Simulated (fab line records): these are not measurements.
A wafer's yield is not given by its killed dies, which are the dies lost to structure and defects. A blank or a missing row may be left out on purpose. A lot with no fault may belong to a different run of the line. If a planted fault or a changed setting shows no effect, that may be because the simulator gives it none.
Which tool was responsible? / flow sky130 / 72 wafers from 24 lots sampled at 6 of the route's 708 steps

WHAT THE GAUGES READ, wafer by wafer
SKY_VIA2_OVL_MEAS_13.
lot=L074; measured=day 36 21:25; on=overlay-01; VIA2_OVL (nm)=0 8 3
lot=L075; measured=day 36 22:19; on=overlay-02; VIA2_OVL (nm)=0 3 -4
lot=L076; measured=day 37 00:04; on=overlay-02; VIA2_OVL (nm)=7 1 -1
lot=L078; measured=day 37 21:55; on=overlay-01; VIA2_OVL (nm)=2 -2 2
lot=L077; measured=day 37 22:49; on=overlay-02; VIA2_OVL (nm)=5 3 1
lot=L080; measured=day 38 06:40; on=overlay-01; VIA2_OVL (nm)=10 -4 7
lot=L079; measured=day 38 07:55; on=overlay-01; VIA2_OVL (nm)=14 8 14
lot=L081; measured=day 38 14:55; on=overlay-01; VIA2_OVL (nm)=4 3 2
lot=L082; measured=day 38 18:16; on=overlay-02; VIA2_OVL (nm)=1 3 4
lot=L083; measured=day 39 04:59; on=overlay-02; VIA2_OVL (nm)=1 5 0
lot=L084; measured=day 39 07:52; on=overlay-01; VIA2_OVL (nm)=1 -2 7
lot=L085; measured=day 39 17:04; on=overlay-01; VIA2_OVL (nm)=-2 -3 -7
lot=L087; measured=day 40 00:42; on=overlay-01; VIA2_OVL (nm)=14 3 5
lot=L086; measured=day 40 02:35; on=overlay-02; VIA2_OVL (nm)=-6 -3 3
lot=L088; measured=day 40 03:42; on=overlay-02; VIA2_OVL (nm)=3 -5 2
lot=L089; measured=day 40 09:25; on=overlay-02; VIA2_OVL (nm)=8 9 4
lot=L090; measured=day 40 20:21; on=overlay-01; VIA2_OVL (nm)=10 0 4
lot=L091; measured=day 41 17:10; on=overlay-02; VIA2_OVL (nm)=-15 -7 -11
lot=L092; measured=day 41 18:40; on=overlay-01; VIA2_OVL (nm)=-3 -7 -7
lot=L093; measured=day 42 01:32; on=overlay-01; VIA2_OVL (nm)=4 4 9
lot=L094; measured=day 42 03:01; on=overlay-02; VIA2_OVL (nm)=7 11 2
lot=L095; measured=day 42 16:40; on=overlay-01; VIA2_OVL (nm)=17 15 10
lot=L096; measured=day 42 21:41; on=overlay-01; VIA2_OVL (nm)=6 7 17
lot=L097; measured=day 42 22:01; on=overlay-01; VIA2_OVL (nm)=-1 2 -2

SKY_PASSIVATION_THK_MEAS_03.
lot=L074; measured=day 44 06:56; on=filmMetro-03; PASSIVATION_CVD_02_THK (nm)=533 544 545
lot=L075; measured=day 44 09:10; on=filmMetro-02; PASSIVATION_CVD_02_THK (nm)=529 526 541
lot=L076; measured=day 44 10:21; on=filmMetro-01; PASSIVATION_CVD_02_THK (nm)=539 535 550
lot=L078; measured=day 45 05:28; on=filmMetro-03; PASSIVATION_CVD_02_THK (nm)=551 551 537
lot=L077; measured=day 45 06:29; on=filmMetro-03; PASSIVATION_CVD_02_THK (nm)=535 526 537
lot=L080; measured=day 45 13:16; on=filmMetro-02; PASSIVATION_CVD_02_THK (nm)=536 564 544
lot=L079; measured=day 45 13:56; on=filmMetro-02; PASSIVATION_CVD_02_THK (nm)=530 540 542
lot=L081; measured=day 45 20:36; on=filmMetro-02; PASSIVATION_CVD_02_THK (nm)=537 538 561
lot=L082; measured=day 45 23:45; on=filmMetro-03; PASSIVATION_CVD_02_THK (nm)=527 549 543
lot=L083; measured=day 46 07:29; on=filmMetro-03; PASSIVATION_CVD_02_THK (nm)=562 545 543
lot=L084; measured=day 46 10:56; on=filmMetro-03; PASSIVATION_CVD_02_THK (nm)=529 544 551
lot=L085; measured=day 46 17:06; on=filmMetro-01; PASSIVATION_CVD_02_THK (nm)=529 540 545
lot=L087; measured=day 46 23:38; on=filmMetro-03; PASSIVATION_CVD_02_THK (nm)=529 538 540
lot=L086; measured=day 47 02:55; on=filmMetro-02; PASSIVATION_CVD_02_THK (nm)=539 538 540
lot=L088; measured=day 47 03:09; on=filmMetro-03; PASSIVATION_CVD_02_THK (nm)=536 547 554
lot=L089; measured=day 47 06:33; on=filmMetro-03; PASSIVATION_CVD_02_THK (nm)=531 539 548
lot=L090; measured=day 47 18:47; on=filmMetro-02; PASSIVATION_CVD_02_THK (nm)=544 534 542
lot=L091; measured=day 48 12:41; on=filmMetro-02; PASSIVATION_CVD_02_THK (nm)=526 528 543
lot=L092; measured=day 48 14:04; on=filmMetro-02; PASSIVATION_CVD_02_THK (nm)=527 542 538
lot=L093; measured=day 48 17:02; on=filmMetro-02; PASSIVATION_CVD_02_THK (nm)=532 546 548
lot=L094; measured=day 48 17:33; on=filmMetro-01; PASSIVATION_CVD_02_THK (nm)=541 534 548
lot=L095; measured=day 49 03:40; on=filmMetro-02; PASSIVATION_CVD_02_THK (nm)=531 543 544
lot=L096; measured=day 49 05:20; on=filmMetro-02; PASSIVATION_CVD_02_THK (nm)=534 529 544
lot=L097; measured=day 49 05:52; on=filmMetro-03; PASSIVATION_CVD_02_THK (nm)=531 544 550

TOOL THAT RAN EACH LOT (tool first, then ch and the chambers of the sampled wafers, then the start)
lot=L074; SKY_METAL2_SPUTTER_03=pvdSputter-04, day 34 16:07; SKY_VIA3_CMP_02=cmp-01 ch 1,2,3, day 39 04:20; SKY_METAL4_SPUTTER_00=pvdSputter-02, day 40 06:22; SKY_VIA4_CMP_02=cmp-01 ch 0,2, day 42 07:29
lot=L075; SKY_METAL2_SPUTTER_03=pvdSputter-01, day 34 16:17; SKY_VIA3_CMP_02=cmp-02 ch 0,1,3, day 39 05:14; SKY_METAL4_SPUTTER_00=pvdSputter-03, day 40 07:31; SKY_VIA4_CMP_02=cmp-02 ch 0,2,3, day 42 08:56
lot=L076; SKY_METAL2_SPUTTER_03=pvdSputter-01, day 34 19:17; SKY_VIA3_CMP_02=cmp-01 ch 1,2,3, day 39 05:59; SKY_METAL4_SPUTTER_00=pvdSputter-02, day 40 08:09; SKY_VIA4_CMP_02=cmp-01 ch 0,2,3, day 42 09:13
lot=L078; SKY_METAL2_SPUTTER_03=pvdSputter-04, day 35 16:03; SKY_VIA3_CMP_02=cmp-01 ch 0,2,3, day 40 02:57; SKY_METAL4_SPUTTER_00=pvdSputter-03, day 41 04:26; SKY_VIA4_CMP_02=cmp-02 ch 0,2,3, day 43 06:10
lot=L077; SKY_METAL2_SPUTTER_03=pvdSputter-02, day 35 17:35; SKY_VIA3_CMP_02=cmp-02 ch 0,2, day 40 04:14; SKY_METAL4_SPUTTER_00=pvdSputter-03, day 41 05:47; SKY_VIA4_CMP_02=cmp-02 ch 1,2,3, day 43 06:44
lot=L080; SKY_METAL2_SPUTTER_03=pvdSputter-01, day 36 01:35; SKY_VIA3_CMP_02=cmp-02 ch 0,3, day 40 11:57; SKY_METAL4_SPUTTER_00=pvdSputter-03, day 41 13:29; SKY_VIA4_CMP_02=cmp-01 ch 1,2,3, day 43 14:08
lot=L079; SKY_METAL2_SPUTTER_03=pvdSputter-04, day 36 03:04; SKY_VIA3_CMP_02=cmp-02 ch 0,3, day 40 12:49; SKY_METAL4_SPUTTER_00=pvdSputter-03, day 41 14:37; SKY_VIA4_CMP_02=cmp-01 ch 0,1,2, day 43 15:40
lot=L081; SKY_METAL2_SPUTTER_03=pvdSputter-04, day 36 09:50; SKY_VIA3_CMP_02=cmp-01 ch 0,2,3, day 40 18:39; SKY_METAL4_SPUTTER_00=pvdSputter-02, day 41 23:25; SKY_VIA4_CMP_02=cmp-02 ch 2,3, day 43 22:23
lot=L082; SKY_METAL2_SPUTTER_03=pvdSputter-04, day 36 12:41; SKY_VIA3_CMP_02=cmp-01 ch 1,2, day 40 21:56; SKY_METAL4_SPUTTER_00=pvdSputter-04, day 42 02:11; SKY_VIA4_CMP_02=cmp-02 ch 0,2, day 44 02:23
lot=L083; SKY_METAL2_SPUTTER_03=pvdSputter-02, day 37 01:07; SKY_VIA3_CMP_02=cmp-02 ch 0,1,3, day 41 08:38; SKY_METAL4_SPUTTER_00=pvdSputter-03, day 42 09:13; SKY_VIA4_CMP_02=cmp-01 ch 0,1,3, day 44 09:17
lot=L084; SKY_METAL2_SPUTTER_03=pvdSputter-04, day 37 03:31; SKY_VIA3_CMP_02=cmp-02 ch 0,1,3, day 41 12:26; SKY_METAL4_SPUTTER_00=pvdSputter-03, day 42 12:55; SKY_VIA4_CMP_02=cmp-01 ch 0,2,3, day 44 13:08
lot=L085; SKY_METAL2_SPUTTER_03=pvdSputter-01, day 37 13:25; SKY_VIA3_CMP_02=cmp-01 ch 2,3, day 41 20:58; SKY_METAL4_SPUTTER_00=pvdSputter-04, day 42 21:58; SKY_VIA4_CMP_02=cmp-01 ch 2,3, day 44 20:07
lot=L087; SKY_METAL2_SPUTTER_03=pvdSputter-02, day 37 20:34; SKY_VIA3_CMP_02=cmp-02 ch 0,1,3, day 42 03:34; SKY_METAL4_SPUTTER_00=pvdSputter-02, day 43 04:44; SKY_VIA4_CMP_02=cmp-01 ch 0,1,3, day 45 03:24
lot=L086; SKY_METAL2_SPUTTER_03=pvdSputter-04, day 37 22:04; SKY_VIA3_CMP_02=cmp-01 ch 0,2,3, day 42 06:04; SKY_METAL4_SPUTTER_00=pvdSputter-04, day 43 06:56; SKY_VIA4_CMP_02=cmp-01 ch 0,1,2, day 45 06:02
lot=L088; SKY_METAL2_SPUTTER_03=pvdSputter-01, day 38 00:43; SKY_VIA3_CMP_02=cmp-02 ch 1,2, day 42 06:44; SKY_METAL4_SPUTTER_00=pvdSputter-02, day 43 07:35; SKY_VIA4_CMP_02=cmp-02 ch 0,1, day 45 06:15
lot=L089; SKY_METAL2_SPUTTER_03=pvdSputter-01, day 38 05:58; SKY_VIA3_CMP_02=cmp-01 ch 1,2,3, day 42 12:20; SKY_METAL4_SPUTTER_00=pvdSputter-02, day 43 12:34; SKY_VIA4_CMP_02=cmp-02 ch 1,2,3, day 45 10:59
lot=L090; SKY_METAL2_SPUTTER_03=pvdSputter-04, day 38 17:45; SKY_VIA3_CMP_02=cmp-02 ch 1,2,3, day 42 23:25; SKY_METAL4_SPUTTER_00=pvdSputter-03, day 43 23:31; SKY_VIA4_CMP_02=cmp-01 ch 0,2,3, day 45 20:54
lot=L091; SKY_METAL2_SPUTTER_03=pvdSputter-04, day 39 14:38; SKY_VIA3_CMP_02=cmp-02 ch 0,3, day 43 18:44; SKY_METAL4_SPUTTER_00=pvdSputter-03, day 44 19:07; SKY_VIA4_CMP_02=cmp-02 ch 0,2, day 46 20:13
lot=L092; SKY_METAL2_SPUTTER_03=pvdSputter-04, day 39 16:04; SKY_VIA3_CMP_02=cmp-02 ch 0,1,2, day 43 20:27; SKY_METAL4_SPUTTER_00=pvdSputter-02, day 44 20:46; SKY_VIA4_CMP_02=cmp-02 ch 0,1,2, day 46 20:46
lot=L093; SKY_METAL2_SPUTTER_03=pvdSputter-04, day 39 23:55; SKY_VIA3_CMP_02=cmp-02 ch 0,2, day 44 03:35; SKY_METAL4_SPUTTER_00=pvdSputter-04, day 45 02:55; SKY_VIA4_CMP_02=cmp-01 ch 1,3, day 46 23:40
lot=L094; SKY_METAL2_SPUTTER_03=pvdSputter-02, day 40 01:43; SKY_VIA3_CMP_02=cmp-02 ch 0,2, day 44 04:21; SKY_METAL4_SPUTTER_00=pvdSputter-02, day 45 03:54; SKY_VIA4_CMP_02=cmp-01 ch 0,3, day 47 00:01
lot=L095; SKY_METAL2_SPUTTER_03=pvdSputter-04, day 40 15:45; SKY_VIA3_CMP_02=cmp-01 ch 0,1, day 44 16:53; SKY_METAL4_SPUTTER_00=pvdSputter-04, day 45 15:50; SKY_VIA4_CMP_02=cmp-01 ch 1,2, day 47 12:05
lot=L096; SKY_METAL2_SPUTTER_03=pvdSputter-01, day 40 18:32; SKY_VIA3_CMP_02=cmp-02 ch 0,1,3, day 44 22:15; SKY_METAL4_SPUTTER_00=pvdSputter-03, day 45 21:53; SKY_VIA4_CMP_02=cmp-01 ch 0,2,3, day 47 15:23
lot=L097; SKY_METAL2_SPUTTER_03=pvdSputter-04, day 40 19:14; SKY_VIA3_CMP_02=cmp-01 ch 1,3, day 44 22:36; SKY_METAL4_SPUTTER_00=pvdSputter-04, day 45 22:07; SKY_VIA4_CMP_02=cmp-02 ch 0,1, day 47 15:41
- SKY_METAL2_SPUTTER_03: material Ti, target thk 5 nm, time 3.3 s.
- SKY_VIA3_CMP_02: polishes SiO2.
- SKY_METAL4_SPUTTER_00: material Ti, target thk 15 nm, time 10 s.
- SKY_VIA4_CMP_02: polishes SiO2.

AS READ BY THE TOOLS THEMSELVES (means over the sampled wafers that have a number; for cases with no such wafer, the mark the record gives instead)
SKY_METAL2_SPUTTER_03.
lot=L074; tool=pvdSputter-04; throttleValvePct (%)=30.4
lot=L075; tool=pvdSputter-01; throttleValvePct (%)=30.5
lot=L076; tool=pvdSputter-01; throttleValvePct (%)=30.3
lot=L078; tool=pvdSputter-04; throttleValvePct (%)=29.3
lot=L077; tool=pvdSputter-02; throttleValvePct (%)=30.2
lot=L080; tool=pvdSputter-01; throttleValvePct (%)=30.6
lot=L079; tool=pvdSputter-04; throttleValvePct (%)=29.5
lot=L081; tool=pvdSputter-04; throttleValvePct (%)=30.8
lot=L082; tool=pvdSputter-04; throttleValvePct (%)=29.5
lot=L083; tool=pvdSputter-02; throttleValvePct (%)=29.7
lot=L084; tool=pvdSputter-04; throttleValvePct (%)=29.9
lot=L085; tool=pvdSputter-01; throttleValvePct (%)=30.9
lot=L087; tool=pvdSputter-02; throttleValvePct (%)=30.1
lot=L086; tool=pvdSputter-04; throttleValvePct (%)=29.8
lot=L088; tool=pvdSputter-01; throttleValvePct (%)=30.6
lot=L089; tool=pvdSputter-01; throttleValvePct (%)=30.5
lot=L090; tool=pvdSputter-04; throttleValvePct (%)=29.9
lot=L091; tool=pvdSputter-04; throttleValvePct (%)=30.9
lot=L092; tool=pvdSputter-04; throttleValvePct (%)=29.7
lot=L093; tool=pvdSputter-04; throttleValvePct (%)=30.7
lot=L094; tool=pvdSputter-02; throttleValvePct (%)=29.6
lot=L095; tool=pvdSputter-04; throttleValvePct (%)=30.7
lot=L096; tool=pvdSputter-01; throttleValvePct (%)=31.0
lot=L097; tool=pvdSputter-04; throttleValvePct (%)=29.7

SKY_VIA3_CMP_02.
lot=L074; tool=cmp-01; motorCurrentA (A)=11.5
lot=L075; tool=cmp-02; motorCurrentA (A)=11.3
lot=L076; tool=cmp-01; motorCurrentA (A)=11.5
lot=L078; tool=cmp-01; motorCurrentA (A)=13.1
lot=L077; tool=cmp-02; motorCurrentA (A)=12.5
lot=L080; tool=cmp-02; motorCurrentA (A)=12.0
lot=L079; tool=cmp-02; motorCurrentA (A)=11.3
lot=L081; tool=cmp-01; motorCurrentA (A)=13.3
lot=L082; tool=cmp-01; motorCurrentA (A)=10.9
lot=L083; tool=cmp-02; motorCurrentA (A)=11.9
lot=L084; tool=cmp-02; motorCurrentA (A)=11.7
lot=L085; tool=cmp-01; motorCurrentA (A)=12.6
lot=L087; tool=cmp-02; motorCurrentA (A)=11.2
lot=L086; tool=cmp-01; motorCurrentA (A)=12.9
lot=L088; tool=cmp-02; motorCurrentA (A)=11.5
lot=L089; tool=cmp-01; motorCurrentA (A)=11.8
lot=L090; tool=cmp-02; motorCurrentA (A)=11.1
lot=L091; tool=cmp-02; motorCurrentA (A)=11.2
lot=L092; tool=cmp-02; motorCurrentA (A)=11.6
lot=L093; tool=cmp-02; motorCurrentA (A)=12.2
lot=L094; tool=cmp-02; motorCurrentA (A)=12.3
lot=L095; tool=cmp-01; motorCurrentA (A)=13.4
lot=L096; tool=cmp-02; motorCurrentA (A)=11.4
lot=L097; tool=cmp-01; motorCurrentA (A)=10.9

SKY_METAL4_SPUTTER_00.
lot=L074; tool=pvdSputter-02; throttleValvePct (%)=29.9
lot=L075; tool=pvdSputter-03; throttleValvePct (%)=28.3
lot=L076; tool=pvdSputter-02; throttleValvePct (%)=30.2
lot=L078; tool=pvdSputter-03; throttleValvePct (%)=28.2
lot=L077; tool=pvdSputter-03; throttleValvePct (%)=29.6
lot=L080; tool=pvdSputter-03; throttleValvePct (%)=28.7
lot=L079; tool=pvdSputter-03; throttleValvePct (%)=29.8
lot=L081; tool=pvdSputter-02; throttleValvePct (%)=29.9
lot=L082; tool=pvdSputter-04; throttleValvePct (%)=30.6
lot=L083; tool=pvdSputter-03; throttleValvePct (%)=28.4
lot=L084; tool=pvdSputter-03; throttleValvePct (%)=29.0
lot=L085; tool=pvdSputter-04; throttleValvePct (%)=29.5
lot=L087; tool=pvdSputter-02; throttleValvePct (%)=29.8
lot=L086; tool=pvdSputter-04; throttleValvePct (%)=29.8
lot=L088; tool=pvdSputter-02; throttleValvePct (%)=29.6
lot=L089; tool=pvdSputter-02; throttleValvePct (%)=30.0
lot=L090; tool=pvdSputter-03; throttleValvePct (%)=29.0
lot=L091; tool=pvdSputter-03; throttleValvePct (%)=29.2
lot=L092; tool=pvdSputter-02; throttleValvePct (%)=29.7
lot=L093; tool=pvdSputter-04; throttleValvePct (%)=30.7
lot=L094; tool=pvdSputter-02; throttleValvePct (%)=30.3
lot=L095; tool=pvdSputter-04; throttleValvePct (%)=28.9
lot=L096; tool=pvdSputter-03; throttleValvePct (%)=29.4
lot=L097; tool=pvdSputter-04; throttleValvePct (%)=30.1

SKY_VIA4_CMP_02.
lot=L074; tool=cmp-01; motorCurrentA (A)=13.1
lot=L075; tool=cmp-02; motorCurrentA (A)=11.5
lot=L076; tool=cmp-01; motorCurrentA (A)=13.2
lot=L078; tool=cmp-02; motorCurrentA (A)=11.7
lot=L077; tool=cmp-02; motorCurrentA (A)=11.0
lot=L080; tool=cmp-01; motorCurrentA (A)=11.6
lot=L079; tool=cmp-01; motorCurrentA (A)=12.4
lot=L081; tool=cmp-02; motorCurrentA (A)=11.0
lot=L082; tool=cmp-02; motorCurrentA (A)=12.0
lot=L083; tool=cmp-01; motorCurrentA (A)=12.8
lot=L084; tool=cmp-01; motorCurrentA (A)=13.4
lot=L085; tool=cmp-01; motorCurrentA (A)=12.1
lot=L087; tool=cmp-01; motorCurrentA (A)=12.9
lot=L086; tool=cmp-01; motorCurrentA (A)=12.6
lot=L088; tool=cmp-02; motorCurrentA (A)=12.1
lot=L089; tool=cmp-02; motorCurrentA (A)=11.1
lot=L090; tool=cmp-01; motorCurrentA (A)=13.2
lot=L091; tool=cmp-02; motorCurrentA (A)=12.5
lot=L092; tool=cmp-02; motorCurrentA (A)=11.9
lot=L093; tool=cmp-01; motorCurrentA (A)=11.0
lot=L094; tool=cmp-01; motorCurrentA (A)=13.4
lot=L095; tool=cmp-01; motorCurrentA (A)=11.5
lot=L096; tool=cmp-01; motorCurrentA (A)=13.2
lot=L097; tool=cmp-02; motorCurrentA (A)=12.1

THE ANSWER, worked out from the rows above alone
Rule: the lots themselves supply what counts as usual. The widest of any qualifying gaps counts: lots, ordered by their means at a reading, are off when they make up no more than a third of the lots, leave a main group of 4 or more, and stand apart from it by 3 or more times the standard deviation of that group's means. A main group is skipped when, at the precision printed for the reading in the tables above, its means are all equal. A lot without any number at a reading at which 4 lots or more have one is off too. All remaining lots with rows at the step are treated as sound. The gauges are gone through in route order, then the tools' own readings, and for those a lot's mean is taken as printed above. The first step at which some lot is off is used, and at that step the reading that is off furthest; a lot without a number counts as furthest.
No lot is off at any reading shown: from this, nothing can be told.

WHAT THE SIMULATOR PUT IN
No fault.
